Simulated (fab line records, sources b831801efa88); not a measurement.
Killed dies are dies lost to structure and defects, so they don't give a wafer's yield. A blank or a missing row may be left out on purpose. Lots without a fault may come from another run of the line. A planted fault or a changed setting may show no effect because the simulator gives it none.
Tool commonality check | flow sky130 | 12 lots, 36 wafers sampled

WHY IT WAS OPENED
At SKY_LDD_HVN_TW_MEAS_10 the reading LDD_HVN_TW is flagged on 1 of 12 lots. Wafers without a fault read 1442, standard deviation 7.3.
Rule: a lot is flagged when every wafer of it that has a number lies more than 4 standard deviations from that mean, or none has a number. The other lots count as sound.

lot  | measured     | on            | LDD_HVN_TW, wafer by wafer | flag
L405 | day 19 21:13 | film_metro-01 | 1437 1442 1442             |
L406 | day 19 23:06 | film_metro-01 | 1448 1443 1446             |
L409 | day 21 00:21 | film_metro-04 | 1439 1442 1442             |
L415 | day 23 19:07 | film_metro-01 | 1445 1450 1443             |
L418 | day 25 07:49 | film_metro-04 | 30 30 30                   | FLAGGED
L423 | day 26 03:28 | film_metro-04 | 1451 1445 1453             |
L421 | day 26 05:25 | film_metro-02 | 1430 1424 1433             |
L422 | day 26 05:31 | film_metro-04 | 1444 1448 1451             |
L424 | day 26 12:12 | film_metro-04 | 1439 1458 1449             |
L426 | day 27 07:49 | film_metro-02 | 1438 1436 1430             |
L427 | day 27 17:19 | film_metro-02 | 1442 1434 1444             |
L428 | day 28 01:39 | film_metro-02 | 1435 1429 1430             |
The numbers of the flagged lots are 30 on average: -1412 against the usual, or -99 or more standard deviations.

WHICH TOOL RAN EACH LOT
The record holds 1 process step before the reading, out of a route of 708 steps. In each cell: the tool, then ch and the chambers that the sampled wafers went through, then the start.
lot  | flag    | SKY_LDD_HVN_EXPOSE_04
L405 |         | iline_stepper-02 ch 0, day 19 04:46
L406 |         | iline_stepper-02 ch 0, day 19 07:49
L409 |         | iline_stepper-02 ch 0, day 20 08:25
L415 |         | iline_stepper-02 ch 0, day 23 02:49
L418 | FLAGGED | iline_stepper-01 ch 0, day 24 16:09
L423 |         | iline_stepper-01 ch 0, day 25 12:52
L421 |         | iline_stepper-01 ch 0, day 25 13:53
L422 |         | iline_stepper-01 ch 0, day 25 14:00
L424 |         | iline_stepper-01 ch 0, day 25 19:38
L426 |         | iline_stepper-02 ch 0, day 26 17:37
L427 |         | iline_stepper-01 ch 0, day 27 01:13
L428 |         | iline_stepper-02 ch 0, day 27 10:59
What these steps do:
- SKY_LDD_HVN_EXPOSE_04: exposes mask HVNTM, target cd 700 nm.
- SKY_LDD_HVN_TW_MEAS_10

FLAGGED OVER TOTAL, TOOL BY TOOL (the gauges that took the reading come last)
step                   | tool             | lots run | flagged | share of the flagged lots | sound lots run after its first flagged lot
SKY_LDD_HVN_EXPOSE_04  | iline_stepper-01 | 6        | 1       | all                       | 5 (L423,L421,L422,L424,L427)
SKY_LDD_HVN_EXPOSE_04  | iline_stepper-02 | 6        | 0       | none                      | -
SKY_LDD_HVN_TW_MEAS_10 | film_metro-01    | 3        | 0       | none                      | -
SKY_LDD_HVN_TW_MEAS_10 | film_metro-02    | 4        | 0       | none                      | -
SKY_LDD_HVN_TW_MEAS_10 | film_metro-04    | 5        | 1       | all                       | 3 (L423,L422,L424)

WHAT THE TABLE ALLOWS
2 rows of the table ran every flagged lot: iline_stepper-01 at SKY_LDD_HVN_EXPOSE_04, film_metro-04 at SKY_LDD_HVN_TW_MEAS_10.
- iline_stepper-01 at SKY_LDD_HVN_EXPOSE_04: 1 of its 6 lots flagged. Sound lots ran on it after the first flagged one (L423, L421, L422, L424, L427), which a lasting fault on the whole tool wouldn't allow.
- film_metro-04 at SKY_LDD_HVN_TW_MEAS_10: 1 of its 5 lots flagged. Sound lots ran on it after the first flagged one (L423, L422, L424), which a lasting fault on the whole tool wouldn't allow.
No row of the table ran every flagged lot and no sound lot after the first.

WHAT THE SIMULATOR HAD PUT IN
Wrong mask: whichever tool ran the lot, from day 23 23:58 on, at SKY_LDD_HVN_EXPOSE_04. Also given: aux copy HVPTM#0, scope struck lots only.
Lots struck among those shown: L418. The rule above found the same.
